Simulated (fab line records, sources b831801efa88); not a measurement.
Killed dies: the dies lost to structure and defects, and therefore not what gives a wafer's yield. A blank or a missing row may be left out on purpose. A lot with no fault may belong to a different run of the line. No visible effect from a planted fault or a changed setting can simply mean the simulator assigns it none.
fab line records    flow gf180mcu
[record] lots = 5  wafers = 15  last-day = 34
route steps=602 shown TOP_METAL@571 PASSIVATION@587
lots untouched by any fault: they come from a run of this same line in which no faults occurred
start-h: the number of hours between the record's first day and the start of the first shown wafer of the lot    wait-h: hours from the lot's prior step to this one    " identical to the entry in the row above    L1.1+2: a single row standing in for several wafers    - no value, or no start given    * or withheld: withheld    < > ~ a bound
route shown NAME@n: a module of which the file shows steps, and the number in the route of the first    usual: the fault-free wafers' mean and standard deviation    same: alike in all rows    chamber/n: place in a boat    sites: each site's reading    _std_site: standard deviation of those values    _edge_site: the outer-site mean with the inner-site mean subtracted    radius-mm: for every site, how far away it sits from the centre of the wafer    mask NAME#n: copy n    behind: tool/chamber where the wafer was last shaped    hold: why the lot was held/for how many hours/how that ended    device: the transistor (n, p or np) that didn't switch    end of line: tests of these same wafers at the route's end    step lacking rows: just its recipe    killed: dies that structure and defects cost at the first sort, which is not the same as the wafer's yield    map: dies across one wafer; x = killed, . = not, _ = none there
set.NAME: the setting that was run; set.NAME@STEP: the one run at that earlier step    model.NAME: the simulator's own value behind a step, which no gauge read
lots at some steps of the route; a table a step, a row a wafer
services: a tool's chamber out of use, with start hour (start-h, from the record's first day; less than 0 if before it), hours out, and reason
[[steps]]
[step GF_TOP_METAL_SPUTTER_04]
[recipe] material = TiN  target-thk-nm = 25  power-w = 6500  time-s = 20.8  chamber-pressure-pa = 0.4
[usual] throttle-valve-pct = 29.8/1
[same] time-s = 20.8
lot.wafer  tool            chamber  start-h  wait-h  throttle-valve-pct
L078.1     pvd-sputter-04  -        666.77   0.0     31.0
L078.5     "               -        "        "       27.8
L078.6     "               -        "        "       29.0
L083.1     pvd-sputter-02  -        705.24   0.0     30.0
L083.2     "               -        "        "       28.2
L083.3     "               -        "        "       30.2
L092.1     pvd-sputter-04  -        761.64   0.0     31.0
L092.3     "               -        "        "       28.7
L092.5     "               -        "        "       30.9
L093.1     pvd-sputter-02  -        767.13   0.0     30.1
L093.2     "               -        "        "       29.5
L093.3     "               -        "        "       30.3
L094.2     pvd-sputter-04  -        772.55   0.0     27.9
L094.3     "               -        "        "       28.7
L094.4     "               -        "        "       31.2
[step GF_TOP_METAL_RS_MEAS_05]
[recipe] thk-meas-gauge = four-point-probe  reads = TiN_of_TOP_METAL_SPUTTER_04+Ti_of_TOP_METAL_SPUTTER_03+AlCu_of_TOP_METAL_SPUTTER_02+TiN_of_TOP_METAL_SPUTTER_01+Ti_of_TOP_METAL_SPUTTER_00
[usual] TOP_METAL_ALCU_RS = 0.0330/0.00033
lot.wafer  tool           chamber  start-h  wait-h  TOP_METAL_ALCU_RS[ohm/sq]
L078.1     film-metro-04  -        666.80   0.0     0.0328
L078.5     "              -        "        "       0.0329
L078.6     "              -        "        "       0.0330
L083.1     film-metro-03  -        705.27   0.0     0.0328
L083.2     "              -        "        "       0.0330
L083.3     "              -        "        "       0.0328
L092.1     film-metro-03  -        761.67   0.0     0.0331
L092.3     "              -        "        "       0.0330
L092.5     "              -        "        "       0.0334
L093.1     film-metro-03  -        767.16   0.0     0.0325
L093.2     "              -        "        "       0.0330
L093.3     "              -        "        "       0.0329
L094.2     film-metro-04  -        772.60   0.0     0.0330
L094.3     "              -        "        "       0.0332
L094.4     "              -        "        "       0.0335
[step GF_TOP_METAL_THK_MEAS_06]
[recipe] thk-meas-gauge = xrf  reads = AlCu_of_TOP_METAL_SPUTTER_02
[usual] TOP_METAL_ALCU_THK = 897/9
lot.wafer  tool           chamber  start-h  wait-h  TOP_METAL_ALCU_THK[nm]
L078.1     film-metro-04  -        666.92   0.1     903
L078.5     "              -        "        "       901
L078.6     "              -        "        "       897
L083.1     film-metro-03  -        705.39   0.1     896
L083.2     "              -        "        "       898
L083.3     "              -        "        "       901
L092.1     film-metro-03  -        761.79   0.1     890
L092.3     "              -        "        "       895
L092.5     "              -        "        "       889
L093.1     film-metro-03  -        767.28   0.1     909
L093.2     "              -        "        "       892
L093.3     "              -        "        "       892
L094.2     film-metro-04  -        772.71   0.1     904
L094.3     "              -        "        "       892
L094.4     "              -        "        "       891
[step GF_TOP_METAL_DEHYDRATE_07]
[recipe] temp-c = 200  time-s = 60
[usual] plate-temp-C = 199.99/0.18
[same] time-s = 60
lot.wafer  tool            chamber  start-h  wait-h  plate-temp-C
L078.1     litho-track-02  0        676.36   9.4     199.96
L078.5     "               0        "        "       200.01
L078.6     "               0        "        "       200.20
L083.1     litho-track-02  0        713.65   8.3     199.97
L083.2     "               0        "        "       199.95
L083.3     "               0        "        "       200.10
L092.1     litho-track-03  0        769.23   7.4     200.04
L092.3     "               0        "        "       200.46
L092.5     "               0        "        "       200.29
L093.1     litho-track-03  0        775.08   7.8     200.11
L093.2     "               0        "        "       200.12
L093.3     "               0        "        "       199.78
L094.2     litho-track-02  0        780.23   7.5     200.12
L094.3     "               0        "        "       199.96
L094.4     "               0        "        "       199.89
[step GF_TOP_METAL_HMDS_08]
[recipe] prime-time-s = 60  prime-temp-c = 120
lot.wafer   tool            chamber  start-h  wait-h
L078.1+5+6  litho-track-02  0        676.51   0.1
L083.1+2+3  litho-track-02  0        713.80   0.1
L092.1+3+5  litho-track-03  0        769.38   0.1
L093.1+2+3  litho-track-03  0        775.23   0.1
L094.2+3+4  litho-track-02  0        780.38   0.1
[step GF_TOP_METAL_COAT_09]
[recipe] resist = NOVOLAK  spin-rpm = 3000  resist-thk-nm = 1500
lot.wafer   tool            chamber  start-h  wait-h
L078.1+5+6  litho-track-02  0        676.66   0.1
L083.1+2+3  litho-track-02  0        713.95   0.1
L092.1+3+5  litho-track-03  0        769.53   0.1
L093.1+2+3  litho-track-03  0        775.38   0.1
L094.2+3+4  litho-track-02  0        780.53   0.1
[step GF_TOP_METAL_SOFTBAKE_10]
[recipe] temp-c = 90  time-s = 60  resist = NOVOLAK
[usual] plate-temp-C = 90.00/0.12
[same] time-s = 60
lot.wafer  tool            chamber  start-h  wait-h  plate-temp-C
L078.1     litho-track-02  0        676.81   0.1     89.95
L078.5     "               0        "        "       89.84
L078.6     "               0        "        "       90.12
L083.1     litho-track-02  0        714.10   0.1     90.14
L083.2     "               0        "        "       90.06
L083.3     "               0        "        "       90.13
L092.1     litho-track-03  0        769.68   0.1     89.94
L092.3     "               0        "        "       90.10
L092.5     "               0        "        "       90.08
L093.1     litho-track-03  0        775.53   0.1     90.15
L093.2     "               0        "        "       90.05
L093.3     "               0        "        "       90.01
L094.2     litho-track-02  0        780.68   0.1     90.00
L094.3     "               0        "        "       89.80
L094.4     "               0        "        "       89.93
[step GF_TOP_METAL_EXPOSE_11]
[recipe] mask-id = MetalTop  target-cd-nm = 440  na = 0.6  source-shape = conventional  sigma-outer = 0.6  dose-mj = 170
[usual] exposure-dose-mJ-cm2 = 171.4/1.3
lot.wafer  tool              chamber  start-h  wait-h  mask        exposure-dose-mJ-cm2
L078.1     iline-stepper-02  0        -        -       MetalTop#0  172.5
L078.5     "                 0        "        "       MetalTop#0  172.4
L078.6     "                 0        "        "       MetalTop#0  172.6
L083.1     iline-stepper-01  0        -        -       MetalTop#0  169.9
L083.2     "                 0        "        "       MetalTop#0  169.9
L083.3     "                 0        "        "       MetalTop#0  169.6
L092.1     iline-stepper-02  0        -        -       MetalTop#0  172.5
L092.3     "                 0        "        "       MetalTop#0  172.6
L092.5     "                 0        "        "       MetalTop#0  172.3
L093.1     iline-stepper-02  0        -        -       MetalTop#0  172.5
L093.2     "                 0        "        "       MetalTop#0  172.5
L093.3     "                 0        "        "       MetalTop#0  172.6
L094.2     iline-stepper-02  0        -        -       MetalTop#0  172.8
L094.3     "                 0        "        "       MetalTop#0  172.4
L094.4     "                 0        "        "       MetalTop#0  172.5
[step GF_TOP_METAL_PEB_12]
[recipe] temp-c = withheld  time-s = *  resist = NOVOLAK
[same] time-s = *
lot.wafer   tool            chamber  start-h  wait-h
L078.1+5+6  litho-track-01  0        -        -
L083.1+2+3  litho-track-02  0        -        -
L092.1+3+5  litho-track-03  0        -        -
L093.1+2+3  litho-track-02  0        -        -
L094.2+3+4  litho-track-02  0        -        -
[step GF_TOP_METAL_DEVELOP_13]
[recipe] develop-time-s = 60  dev-temp-c = 23
lot.wafer   tool            chamber  start-h  wait-h
L078.1+5+6  litho-track-01  0        686.55   0.1
L083.1+2+3  litho-track-02  0        723.15   0.1
L092.1+3+5  litho-track-03  0        777.83   0.1
L093.1+2+3  litho-track-02  0        783.35   0.1
L094.2+3+4  litho-track-02  0        789.28   0.1
[step GF_TOP_METAL_CD_MEAS_14]
[recipe] target-cd-nm = 440
[usual] cd-nm = 440.8/2.3
lot.wafer  tool       chamber  start-h  wait-h  cd-nm
L078.1     cd-sem-02  -        686.70   0.1     440.6
L078.5     "          -        "        "       439.9
L078.6     "          -        "        "       439.2
L083.1     cd-sem-01  -        723.30   0.1     443.2
L083.2     "          -        "        "       441.6
L083.3     "          -        "        "       439.9
L092.1     cd-sem-02  -        777.98   0.1     441.0
L092.3     "          -        "        "       439.7
L092.5     "          -        "        "       441.4
L093.1     cd-sem-01  -        783.50   0.1     440.4
L093.2     "          -        "        "       439.7
L093.3     "          -        "        "       441.4
L094.2     cd-sem-01  -        789.42   0.1     439.0
L094.3     "          -        "        "       440.6
L094.4     "          -        "        "       440.2
[step GF_TOP_METAL_OVL_MEAS_15]
[usual] TOP_METAL_OVL = 1.1/1.4
lot.wafer  tool        chamber  start-h  wait-h  TOP_METAL_OVL[nm]
L078.1     overlay-01  -        686.82   0.1     3.4
L078.5     "           -        "        "       2.2
L078.6     "           -        "        "       2.6
L083.1     overlay-01  -        723.42   0.1     -1.7
L083.2     "           -        "        "       -0.8
L083.3     "           -        "        "       -2.0
L092.1     overlay-02  -        778.10   0.1     -0.1
L092.3     "           -        "        "       1.1
L092.5     "           -        "        "       2.4
L093.1     overlay-01  -        783.62   0.1     0.9
L093.2     "           -        "        "       0.7
L093.3     "           -        "        "       0.3
L094.2     overlay-02  -        789.53   0.1     1.7
L094.3     "           -        "        "       0.5
L094.4     "           -        "        "       1.8
[step GF_TOP_METAL_METAL_ETCH_16]
[recipe] chemistry = Cl2/BCl3  mask-material = NOVOLAK  target-depth-nm = 1197  stop-on = SiO2  pressure-mtorr = 8  icp-w = 800  bias-w = 140  Cl2_flow_sccm = 80  bcl3-flow-sccm = 40  time-s = 199.5
[usual] drypump-motor-current-A = 5.6/0.45  oes-product-au = 0.988/0.0066  throttle-valve-pct = 28.235/0.012
[same] time-s = 199.5
lot.wafer  tool          chamber  start-h  wait-h  drypump-motor-current-A  oes-product-au  rf-hours-counter-h  throttle-valve-pct
L078.1     rie-metal-03  0        686.85   0.0     6.1                      0.990           5                   28.242
L078.5     "             0        "        "       6.1                      0.985           -                   28.235
L078.6     "             1        "        "       6.1                      0.987           -                   28.242
L083.1     rie-metal-02  1        723.46   0.0     4.9                      0.979           10                  28.239
L083.2     "             0        "        "       5.2                      0.983           12                  28.219
L083.3     "             1        "        "       4.9                      0.985           -                   28.241
L092.1     rie-metal-04  1        778.14   0.0     5.3                      0.988           7                   28.227
L092.3     "             0        "        "       5.4                      0.994           -                   28.236
L092.5     "             0        "        "       5.4                      0.983           -                   28.233
L093.1     rie-metal-04  0        783.66   0.0     5.4                      0.984           13                  28.235
L093.2     "             1        "        "       5.3                      0.977           7                   28.251
L093.3     "             0        "        "       5.4                      0.989           -                   28.238
L094.2     rie-metal-03  0        789.56   0.0     6.1                      0.992           11                  28.237
L094.3     "             0        "        "       6.0                      0.988           -                   28.235
L094.4     "             1        "        "       6.1                      0.987           -                   28.238
[step GF_TOP_METAL_STRIP_17]
[recipe] chemistry = O2/N2  power-w = 1400  pressure-mtorr = 1500  platen-temp-c = 250  o2-flow-sccm = 3000  n2-flow-sccm = 300  overash-fraction = 0.5
[usual] drypump-motor-current-A = 5.6/0.57  heater-power-w = 351/33  oes-product-au = 0.710/0.0046  strip-time-to-endpoint-s = 12.99/0.093
lot.wafer  tool             chamber  start-h  wait-h  drypump-motor-current-A  heater-power-w  oes-product-au  rf-hours-counter-h  strip-time-to-endpoint-s
L078.1     plasma-asher-03  0        687.05   0.1     4.8                      392             0.718           88                  12.90
L078.5     "                1        "        "       4.8                      355             0.717           -                   12.91
L078.6     "                0        "        "       4.8                      392             0.702           -                   13.03
L083.1     plasma-asher-03  1        723.65   0.1     4.8                      351             0.705           92                  13.03
L083.2     "                0        "        "       4.8                      400             0.710           92                  13.11
L083.3     "                1        "        "       4.8                      368             0.707           -                   13.01
L092.1     plasma-asher-01  1        778.33   0.1     5.5                      316             0.709           40                  13.02
L092.3     "                0        "        "       5.7                      395             0.718           -                   12.85
L092.5     "                0        "        "       5.7                      382             0.704           -                   12.88
L093.1     plasma-asher-03  1        783.85   0.1     4.8                      359             0.708           98                  13.01
L093.2     "                0        "        "       4.8                      390             0.711           98                  13.18
L093.3     "                1        "        "       4.8                      372             0.719           -                   12.94
L094.2     plasma-asher-02  0        789.75   0.1     6.3                      309             0.710           72                  13.01
L094.3     "                1        "        "       6.4                      336             0.706           -                   13.07
L094.4     "                0        "        "       6.3                      309             0.709           -                   12.97
[step GF_TOP_METAL_STRIP_18]
[recipe] chemistry = post-etch-residue-remover  time-s = 1200  temp-c = 72.5
[same] time-s = 1200
lot.wafer   tool          chamber  start-h  wait-h
L078.1+5+6  wet-bench-01  3        687.15   0.1
L083.1+2+3  wet-bench-02  0        723.75   0.1
L092.1+3+5  wet-bench-02  1        778.43   0.1
L093.1+2+3  wet-bench-01  2        783.95   0.1
L094.2+3+4  wet-bench-03  3        789.85   0.1
[step GF_TOP_METAL_CLEAN_19]
[recipe] chemistry = DIW  dry = n2-spin
lot.wafer   tool          chamber  start-h  wait-h
L078.1+5+6  wet-bench-03  3        687.52   0.0
L083.1+2+3  wet-bench-03  2        724.09   0.0
L092.1+3+5  wet-bench-02  3        778.77   0.0
L093.1+2+3  wet-bench-03  0        784.32   0.0
L094.2+3+4  wet-bench-02  3        790.19   0.0
[step GF_PASSIVATION_CVD_00]
[recipe] material = SiO2  target-thk-nm = 1000  precursor = TEOS  temp-c = 400  time-s = 111.95  rf-w = 600
[usual] heater-power-w = 604/94
[same] time-s = 111.95
lot.wafer  tool      chamber  start-h  wait-h  heater-power-w
L078.1     pecvd-01  0        687.62   0.0     573
L078.5     "         0        "        "       602
L078.6     "         1        "        "       573
L083.1     pecvd-04  1        724.19   0.0     482
L083.2     "         2        "        "       681
L083.3     "         0        "        "       751
L092.1     pecvd-01  0        778.86   0.0     521
L092.3     "         2        "        "       719
L092.5     "         1        "        "       526
L093.1     pecvd-01  1        784.42   0.0     557
L093.2     "         0        "        "       515
L093.3     "         2        "        "       657
L094.2     pecvd-04  0        790.28   0.0     710
L094.3     "         1        "        "       494
L094.4     "         2        "        "       573
[step GF_PASSIVATION_THK_MEAS_01]
[recipe] reads = SiO2_of_PASSIVATION_CVD_00
[usual] PASSIVATION_CVD_00_THK = 999/13
lot.wafer  tool           chamber  start-h  wait-h  PASSIVATION_CVD_00_THK[nm]
L078.1     film-metro-01  -        687.70   0.0     995
L078.5     "              -        "        "       1006
L078.6     "              -        "        "       1006
L083.1     film-metro-01  -        724.27   0.0     984
L083.2     "              -        "        "       991
L083.3     "              -        "        "       977
L092.1     film-metro-01  -        778.94   0.0     989
L092.3     "              -        "        "       987
L092.5     "              -        "        "       992
L093.1     film-metro-01  -        784.49   0.0     985
L093.2     "              -        "        "       1003
L093.3     "              -        "        "       993
L094.2     film-metro-02  -        790.37   0.0     978
L094.3     "              -        "        "       996
L094.4     "              -        "        "       1006
[step GF_PASSIVATION_CVD_02]
[recipe] material = Si3N4  target-thk-nm = 700  time-s = 486.18  temp-c = 400  rf-w = 450
[usual] heater-power-w = 669/100
[same] time-s = 486.18
lot.wafer  tool      chamber  start-h  wait-h  heater-power-w
L078.1     pecvd-02  1        687.76   0.1     753
L078.5     "         2        "        "       507
L078.6     "         1        "        "       794
L083.1     pecvd-02  0        724.33   0.1     725
L083.2     "         2        "        "       597
L083.3     "         1        "        "       675
L092.1     pecvd-04  1        779.00   0.1     540
L092.3     "         0        "        "       767
L092.5     "         0        "        "       789
L093.1     pecvd-02  1        784.55   0.1     684
L093.2     "         0        "        "       715
L093.3     "         2        "        "       559
L094.2     pecvd-02  0        790.42   0.0     772
L094.3     "         1        "        "       703
L094.4     "         2        "        "       596
[step GF_PASSIVATION_THK_MEAS_03]
[recipe] reads = Si3N4_of_PASSIVATION_CVD_02
[usual] PASSIVATION_CVD_02_THK = 700/8.8
lot.wafer  tool           chamber  start-h  wait-h  PASSIVATION_CVD_02_THK[nm]
L078.1     film-metro-01  -        688.04   0.1     696
L078.5     "              -        "        "       696
L078.6     "              -        "        "       706
L083.1     film-metro-04  -        724.62   0.1     706
L083.2     "              -        "        "       691
L083.3     "              -        "        "       707
L092.1     film-metro-01  -        779.29   0.1     701
L092.3     "              -        "        "       706
L092.5     "              -        "        "       718
L093.1     film-metro-01  -        784.84   0.1     696
L093.2     "              -        "        "       690
L093.3     "              -        "        "       682
L094.2     film-metro-01  -        790.72   0.2     693
L094.3     "              -        "        "       705
L094.4     "              -        "        "       699
[step GF_PASSIVATION_DEHYDRATE_04]
[recipe] temp-c = 200  time-s = 60
[usual] plate-temp-C = 200.03/0.15
[same] time-s = 60
lot.wafer  tool            chamber  start-h  wait-h  plate-temp-C
L078.1     litho-track-03  0        697.08   9.0     199.99
L078.5     "               0        "        "       200.00
L078.6     "               0        "        "       199.97
L083.1     litho-track-02  0        732.80   8.2     199.71
L083.2     "               0        "        "       199.91
L083.3     "               0        "        "       200.28
L092.1     litho-track-04  0        786.72   7.4     199.93
L092.3     "               0        "        "       199.81
L092.5     "               0        "        "       199.68
L093.1     litho-track-02  0        792.35   7.5     199.67
L093.2     "               0        "        "       199.84
L093.3     "               0        "        "       200.06
L094.2     litho-track-04  0        797.54   6.8     200.14
L094.3     "               0        "        "       200.01
L094.4     "               0        "        "       200.06
[step GF_PASSIVATION_HMDS_05]
[recipe] prime-time-s = 60  prime-temp-c = 120
lot.wafer   tool            chamber  start-h  wait-h
L078.1+5+6  litho-track-03  0        697.23   0.1
L083.1+2+3  litho-track-02  0        732.95   0.1
L092.1+3+5  litho-track-04  0        786.87   0.1
L093.1+2+3  litho-track-02  0        792.50   0.1
L094.2+3+4  litho-track-04  0        797.69   0.1
[step GF_PASSIVATION_COAT_06]
[recipe] spin-rpm = 2000  resist-thk-nm = 4000
lot.wafer   tool            chamber  start-h  wait-h
L078.1+5+6  litho-track-03  0        697.38   0.1
L083.1+2+3  litho-track-02  0        733.10   0.1
L092.1+3+5  litho-track-04  0        787.02   0.1
L093.1+2+3  litho-track-02  0        792.65   0.1
L094.2+3+4  litho-track-04  0        797.84   0.1
[step GF_PASSIVATION_SOFTBAKE_07]
[recipe] temp-c = 110  time-s = withheld
[usual] plate-temp-C = 110.00/0.15
lot.wafer  tool            chamber  start-h  wait-h  plate-temp-C
L078.1     litho-track-03  0        697.53   0.1     109.98
L078.5     "               0        "        "       109.99
L078.6     "               0        "        "       110.08
L083.1     litho-track-02  0        733.25   0.1     109.90
L083.2     "               0        "        "       109.79
L083.3     "               0        "        "       109.98
L092.1     litho-track-04  0        787.17   0.1     109.96
L092.3     "               0        "        "       110.13
L092.5     "               0        "        "       109.87
L093.1     litho-track-02  0        792.80   0.1     110.08
L093.2     "               0        "        "       110.03
L093.3     "               0        "        "       110.24
L094.2     litho-track-04  0        798.00   0.1     110.07
L094.3     "               0        "        "       110.02
L094.4     "               0        "        "       110.05
[step GF_PASSIVATION_EXPOSE_08]
[recipe] mask-id = Pad  target-cd-nm = 40000  na = 0.57  dose-mj = 310
[usual] exposure-dose-mJ-cm2 = 310.0/0.34
lot.wafer  tool              chamber  start-h  wait-h  mask   exposure-dose-mJ-cm2
L078.1     iline-stepper-01  0        -        -       Pad#0  310.1
L078.5     "                 0        "        "       Pad#0  310.2
L078.6     "                 0        "        "       Pad#0  310.3
L083.1     iline-stepper-01  0        -        -       Pad#0  310.5
L083.2     "                 0        "        "       Pad#0  310.8
L083.3     "                 0        "        "       Pad#0  310.5
L092.1     iline-stepper-02  0        -        -       Pad#0  309.5
L092.3     "                 0        "        "       Pad#0  309.9
L092.5     "                 0        "        "       Pad#0  310.3
L093.1     iline-stepper-01  0        -        -       Pad#0  309.9
L093.2     "                 0        "        "       Pad#0  310.0
L093.3     "                 0        "        "       Pad#0  309.6
L094.2     iline-stepper-01  0        -        -       Pad#0  309.6
L094.3     "                 0        "        "       Pad#0  309.3
L094.4     "                 0        "        "       Pad#0  310.2
[step GF_PASSIVATION_PEB_09]
[recipe] temp-c = 115  time-s = withheld
[usual] plate-temp-C = 115.01/0.13
lot.wafer  tool            chamber  start-h  wait-h  plate-temp-C
L078.1     litho-track-03  0        -        -       115.06
L078.5     "               0        "        "       115.01
L078.6     "               0        "        "       115.05
L083.1     litho-track-04  0        -        -       115.04
L083.2     "               0        "        "       115.00
L083.3     "               0        "        "       114.96
L092.1     litho-track-03  0        -        -       115.05
L092.3     "               0        "        "       115.24
L092.5     "               0        "        "       115.16
L093.1     litho-track-04  0        -        -       115.04
L093.2     "               0        "        "       115.15
L093.3     "               0        "        "       115.06
L094.2     litho-track-03  0        -        -       115.03
L094.3     "               0        "        "       114.99
L094.4     "               0        "        "       114.95
[step GF_PASSIVATION_DEVELOP_10]
[recipe] develop-time-s = 60  dev-temp-c = 23
lot.wafer   tool            chamber  start-h  wait-h
L078.1+5+6  litho-track-03  0        -        -
L083.1+2+3  litho-track-04  0        -        -
L092.1+3+5  litho-track-03  0        -        -
L093.1+2+3  litho-track-04  0        -        -
L094.2+3+4  litho-track-03  0        -        -
[step GF_PASSIVATION_ETCH_11]
[recipe] chemistry = CF4/O2  target-depth-nm = 2040  stop-on = TiN  source-w = 800  bias-w = 150  pressure-mtorr = 150  cf4-flow-sccm = 80  O2_flow_sccm = 10  time-s = 453.3
[usual] drypump-motor-current-A = 5.7/0.38  oes-product-au = 0.988/0.0069  throttle-valve-pct = 5.969/0.0083
[same] time-s = 453.3
lot.wafer  tool         chamber  start-h  wait-h  drypump-motor-current-A  oes-product-au  rf-hours-counter-h  throttle-valve-pct
L078.1     rie-diel-04  0        706.18   -       5.5                      0.995           16                  5.972
L078.5     "            3        "        "       4.9                      0.990           -                   5.964
L078.6     "            2        "        "       6.0                      0.999           -                   5.973
L083.1     rie-diel-01  3        741.77   -       5.9                      0.982           0                   5.978
L083.2     "            0        "        "       5.3                      0.975           26                  5.951
L083.3     "            1        "        "       5.8                      0.978           6                   5.970
L092.1     rie-diel-04  0        795.18   -       5.5                      0.995           19                  5.976
L092.3     "            1        "        "       5.6                      0.998           15                  5.970
L092.5     "            0        "        "       5.5                      0.986           -                   5.979
L093.1     rie-diel-01  3        800.32   -       5.8                      0.988           2                   5.973
L093.2     "            0        "        "       5.3                      0.970           30                  5.957
L093.3     "            1        "        "       5.8                      0.980           10                  5.968
L094.2     rie-diel-02  3        805.68   -       5.3                      0.995           9                   5.966
L094.3     "            1        "        "       5.7                      0.985           8                   5.967
L094.4     "            0        "        "       6.0                      0.990           22                  5.970
[step GF_PASSIVATION_STRIP_12]
[recipe] chemistry = O2/N2  power-w = 1400  pressure-mtorr = 1500  platen-temp-c = 250  o2-flow-sccm = 3000  n2-flow-sccm = 300  overash-fraction = 0.5
[usual] drypump-motor-current-A = 5.9/0.43  heater-power-w = 336/31  oes-product-au = 0.719/0.0043  strip-time-to-endpoint-s = 33.08/0.27
lot.wafer  tool             chamber  start-h  wait-h  drypump-motor-current-A  heater-power-w  oes-product-au  rf-hours-counter-h  strip-time-to-endpoint-s
L078.1     plasma-asher-01  1        706.45   0.1     5.5                      324             0.712           32                  33.06
L078.5     "                0        "        "       5.6                      388             0.719           -                   33.13
L078.6     "                1        "        "       5.5                      314             0.723           -                   33.25
L083.1     plasma-asher-02  0        742.04   0.1     6.3                      308             0.722           67                  33.02
L083.2     "                1        "        "       6.4                      351             0.716           67                  33.38
L083.3     "                0        "        "       6.3                      312             0.722           -                   33.22
L092.1     plasma-asher-02  1        795.45   0.1     6.4                      350             0.719           72                  32.93
L092.3     "                1        "        "       6.4                      351             0.722           -                   32.99
L092.5     "                0        "        "       6.3                      311             0.722           -                   32.88
L093.1     plasma-asher-01  0        800.59   0.1     5.7                      385             0.713           42                  33.28
L093.2     "                1        "        "       5.5                      313             0.719           42                  33.60
L093.3     "                0        "        "       5.7                      376             0.716           -                   33.60
L094.2     plasma-asher-02  0        805.95   0.1     6.3                      314             0.719           73                  32.81
L094.3     "                0        "        "       6.3                      303             0.721           -                   33.10
L094.4     "                1        "        "       6.4                      361             0.718           -                   32.88
[step GF_PASSIVATION_ANNEAL_13]
[recipe] temp-c = 400  time-s = 1800  ambient = N2/H2  idle-temp-c = 300  ramp-up-c-per-min = 10  ramp-down-c-per-min = 3
[same] time-s = 1800
lot.wafer   tool        chamber  start-h  wait-h
L078.1+5+6  furnace-01  0        706.55   0.1
L083.1+2+3  furnace-02  0        742.14   0.1
L092.1+3+5  furnace-01  0        795.55   0.1
L093.1+2+3  furnace-02  0        800.69   0.1
L094.2+3+4  furnace-01  0        806.05   0.1
[step GF_PASSIVATION_BOW_MEAS_14]
[recipe] mode = bow
[usual] PASSIVATION_BOW = 137/10
lot.wafer  tool           chamber  start-h  wait-h  PASSIVATION_BOW[um]
L078.1     film-metro-02  -        708.05   0.0     136
L078.5     "              -        "        "       140
L078.6     "              -        "        "       131
L083.1     film-metro-02  -        743.64   0.0     146
L083.2     "              -        "        "       149
L083.3     "              -        "        "       147
L092.1     film-metro-01  -        797.05   0.0     144
L092.3     "              -        "        "       133
L092.5     "              -        "        "       130
L093.1     film-metro-01  -        802.19   0.0     136
L093.2     "              -        "        "       135
L093.3     "              -        "        "       132
L094.2     film-metro-04  -        807.57   0.0     138
L094.3     "              -        "        "       132
L094.4     "              -        "        "       132
[[services]]
tool              chamber  start-h  hours  kind
iline-stepper-01  -        642.90   1.7    pm
pecvd-01          -        648.21   2.8    pm
pecvd-04          1        658.70   4.2    repair
pecvd-04          0        662.03   3.3    repair
furnace-02        -        670.84   3.2    pm
plasma-asher-03   -        673.03   0.6    repair
rie-diel-01       2        676.49   14.8   repair
furnace-01        -        677.16   4.1    pm
rie-metal-04      -        698.27   0.6    repair
rie-metal-04      1        702.49   6.4    repair
furnace-02        -        707.74   4.3    pm
iline-stepper-02  -        712.07   6.0    repair
furnace-02        -        716.84   3.5    pm
plasma-asher-03   -        728.11   3.9    repair
pecvd-02          1        733.88   9.7    repair
pvd-sputter-04    -        740.50   6.0    repair
iline-stepper-02  -        750.39   0.9    repair
rie-metal-04      0        751.23   6.2    repair
pecvd-01          2        756.46   3.8    repair
plasma-asher-03   -        756.84   2.8    pm
iline-stepper-02  -        757.27   8.0    repair
rie-diel-04       -        764.89   0.4    repair
rie-metal-03      1        786.60   1.3    repair
plasma-asher-03   -        797.30   0.8    repair
[[key]]
fault none
